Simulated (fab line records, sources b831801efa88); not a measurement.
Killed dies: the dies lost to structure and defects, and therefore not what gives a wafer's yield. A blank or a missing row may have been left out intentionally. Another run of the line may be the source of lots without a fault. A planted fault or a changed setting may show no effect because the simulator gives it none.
A struck lot beside a sound one	flow sky130	16 steps out of a route of 708
Sound: these wafers, L576.2, L576.4, L576.6. The struck wafers were L585.3, L585.5, L585.6. The cause comes at the end.
Order at every step that has rows: each side's tool, ch and its chambers, its first start. Under that, the readings that differ: sound wafers	struck wafers	difference of the means	sigmas: that difference in standard deviations of wafers without a fault.
alike: same words and numbers on both sides, and readings whose means sit less than 2 such deviations apart. not compared: any withheld reading, any reading some wafer has no value for, any bound like >300 that may hide the same value, and any number with overlapping values for which the record gives no deviation.
A row with sigmas, a row that says differs or no value, or rows on one side alone: a step with any of these is where the two part. Numbers that don't overlap but have no deviation are shown without sigmas and don't part them. A reading missing from all wafers of one side parts the sides only when that side holds two or more wafers.

SKY_VT_ADJUST_LVTN_OVL_MEAS_07:
  struck on overlay-01, day 10 16:47; sound on overlay-01, day 8 07:19
  alike: VT_ADJUST_LVTN_OVL
then, 1 step without rows for these wafers: SKY_VT_ADJUST_LVTN_IMPLANT_08.
SKY_VT_ADJUST_LVTN_STRIP_09: strips in O2/N2.
  sound on plasma asher-03 ch 0,1, day 8 07:30; struck on plasma asher-03 ch 0,1, day 10 16:59
  alike: drypump motor current A, oes product au, strip time to endpoint s
  not compared: rf hours counter h
SKY_VT_ADJUST_LVTN_TW_MEAS_10:
  struck on film metro-01, day 10 17:04; sound on film metro-01, day 8 07:37
  alike: VT_ADJUST_LVTN_TW
then, 7 steps without rows for these wafers: SKY_VT_ADJUST_LVTN_DEHYDRATE_11 (time 60 s); SKY_VT_ADJUST_LVTN_HMDS_12 (prime time 60 s); SKY_VT_ADJUST_LVTN_COAT_13 (resist thk 1128 nm); SKY_VT_ADJUST_LVTN_SOFTBAKE_14 (time 60 s); SKY_VT_ADJUST_LVTN_EXPOSE_15 (exposes mask HVN STD DERIVED, target cd 600 nm); SKY_VT_ADJUST_LVTN_PEB_16; SKY_VT_ADJUST_LVTN_DEVELOP_17 (develop time 60 s).
SKY_VT_ADJUST_LVTN_OVL_MEAS_18:
  struck on overlay-01, day 11 15:05; sound on overlay-01, day 9 04:43
  alike: VT_ADJUST_LVTN_01_OVL
SKY_VT_ADJUST_LVTN_IMPLANT_19:
  sound on implanter-02 ch 0, day 9 04:47; struck on implanter-02 ch 0, day 11 15:10
reading	sound	struck	difference	sigmas
dose ions cm2	6.497e+11 6.502e+11 6.489e+11	9.226e+11 9.227e+11 9.227e+11	+2.731e+11	+99 or more
faraday current uA	3.77 3.62 3.77	5.37 5.17 5.23	+1.54	+20
SKY_VT_ADJUST_LVTN_STRIP_20: strips in O2/N2.
  sound on plasma asher-01 ch 0,1, day 9 04:54; struck on plasma asher-03 ch 0,1, day 11 15:18
reading	sound	struck	difference	sigmas
strip time to endpoint s (s)	13.96 13.99 14.06	14.10 14.07 14.11	+0.09	+2
  alike: drypump motor current A, oes product au
  not compared: rf hours counter h
SKY_VT_ADJUST_LVTN_TW_MEAS_21:
  struck on film metro-02, day 11 15:37; sound on film metro-02, day 9 05:01
reading	sound	struck	difference	sigmas
VT_ADJUST_LVTN_2_TW	187.3 186.6 184.2	204.4 204.7 204.0	+18.3	+15
  not compared: hold
-- here the record skips 38 days between the struck wafers' starts before and after, leaving off in module VT_ADJUST_LVTN and picking up in module PAD_OPEN (first step shown: number 708 of the route) --
SKY_PAD_OPEN_PROBE_99:
  struck on prober-02, day 49 05:59; sound on prober-01, day 47 06:29
reading	sound	struck	difference	sigmas
model.etest.res pwell under gate.rs ohm sq	2293 2293 2298	2240 2231 2248	-55	
model.etest.nfet g5v0d10v5.body rise v (V)	0.6728 0.6733 0.6738	0.7117 0.7115 0.7172	+0.0402	
model.etest.nfet_16v.body rise v (V)	0.6634 0.6661 0.6693	0.7079 0.7072 0.7087	+0.0417	
model.etest.nfet g5v0d10v5.vt sat v (V)	0.7562 0.7536 0.7663	0.7983 0.7875 0.7896	+0.0331	
model.etest.nfet g5v0d10v5.vt v (V)	0.8083 0.8097 0.8182	0.8551 0.8434 0.8466	+0.0363	
model.etest.nfet_16v.vt v (V)	0.7541 0.754 0.7632	0.7929 0.7919 0.7954	+0.0363	
model.etest.nfet g5v0d10v5.vt long v (V)	0.7988 0.8012 0.8044	0.8377 0.8391 0.8384	+0.0369	
  alike: killed_at_M0_to_M3, killed_at_M4_up, killed at contacts, killed at front end, killed at other, killed dies, killed on rim, killed open, killed short

== WHERE THEY PART ==
Earliest at SKY_VT_ADJUST_LVTN_IMPLANT_19; latest, in this record, at SKY_VT_ADJUST_LVTN_TW_MEAS_21. Later steps at which nothing parts them and some readings are alike: SKY_PAD_OPEN_PROBE_99.

WHY: what the simulator had put in
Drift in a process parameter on implanter-02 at SKY_VT_ADJUST_LVTN_IMPLANT_19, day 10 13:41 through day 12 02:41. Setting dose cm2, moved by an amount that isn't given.
